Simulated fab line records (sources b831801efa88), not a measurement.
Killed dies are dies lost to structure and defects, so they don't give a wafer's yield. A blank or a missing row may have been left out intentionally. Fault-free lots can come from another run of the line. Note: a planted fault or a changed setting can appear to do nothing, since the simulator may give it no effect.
Chamber matching :: flow sky130 :: SKY_FIELD_ISO_WET_ETCH_30 on wet_bench-02: 4 sister chambers
The step etches SiO2 in dHF, target depth 25 nm, time 50 s. 14 wafers are shown with their chamber, then 7 later ones without.

== WAFERS WITH THEIR CHAMBER ==
wafer: L705.1
chamber: 1
bath_heat_duty_pct (%): 7.4

wafer: L705.4
chamber: 1
bath_heat_duty_pct (%): 6.9

wafer: L705.6
chamber: 1
bath_heat_duty_pct (%): 7.1

wafer: L710.3
chamber: 3
bath_heat_duty_pct (%): 6.3

wafer: L710.4
chamber: 3
bath_heat_duty_pct (%): 5.2

wafer: L710.5
chamber: 3
bath_heat_duty_pct (%): 5.6

wafer: L711.3
chamber: 2
bath_heat_duty_pct (%): 7.9

wafer: L711.5
chamber: 2
bath_heat_duty_pct (%): 8.5

wafer: L711.6
chamber: 2
bath_heat_duty_pct (%): 8.9

wafer: L721.3
chamber: 0
bath_heat_duty_pct (%): 6.5

wafer: L721.5
chamber: 0
bath_heat_duty_pct (%): 7.9

wafer: L721.6
chamber: 0
bath_heat_duty_pct (%): 6.2

wafer: L722.1
chamber: 0
bath_heat_duty_pct (%): 6.1

wafer: L722.2
chamber: 0
bath_heat_duty_pct (%): 6.5

SIGNATURES (means of the wafers above)
reading: bath_heat_duty_pct
chamber 0: 6.640
chamber 1: 7.133
chamber 2: 8.433
chamber 3: 5.700
scatter within a chamber: 0.58
Rule: a wafer lies at a distance from a chamber equal to the root of the sum of squares, over the readings, of (its reading less the chamber's mean, divided by the reading's scatter). The wafer belongs to the nearest chamber; if the next one is less than 2 further off, it can't be placed. The scatter: take each reading less its chamber's mean, square it, sum over the shown wafers, divide by the number of wafers less the number of chambers, and take the root.

== WAFERS WITH NO CHAMBER GIVEN ==
wafer: L722.3
bath_heat_duty_pct (%): 6.8

wafer: L724.1
bath_heat_duty_pct (%): 7.2

wafer: L724.2
bath_heat_duty_pct (%): 6.5

wafer: L724.6
bath_heat_duty_pct (%): 7.1

wafer: L727.3
bath_heat_duty_pct (%): 5.5

wafer: L727.4
bath_heat_duty_pct (%): 6.4

wafer: L727.6
bath_heat_duty_pct (%): 6.4

== WHICH CHAMBER EACH WENT THROUGH ==
wafer: L722.3
from the rows above: can't be placed: 0 or 1 or 3
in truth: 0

wafer: L724.1
from the rows above: can't be placed: 1 or 0
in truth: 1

wafer: L724.2
from the rows above: can't be placed: 0 or 1 or 3
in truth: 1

wafer: L724.6
from the rows above: can't be placed: 1 or 0
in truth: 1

wafer: L727.3
from the rows above: can't be placed: 3 or 0
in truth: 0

wafer: L727.4
from the rows above: can't be placed: 0 or 3 or 1
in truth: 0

wafer: L727.6
from the rows above: can't be placed: 0 or 3 or 1
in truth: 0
Placed correctly: 0 of 7. Cannot be placed on the basis of these rows: 7; the candidates contain the true chamber in 7. Wrongly placed: 0.
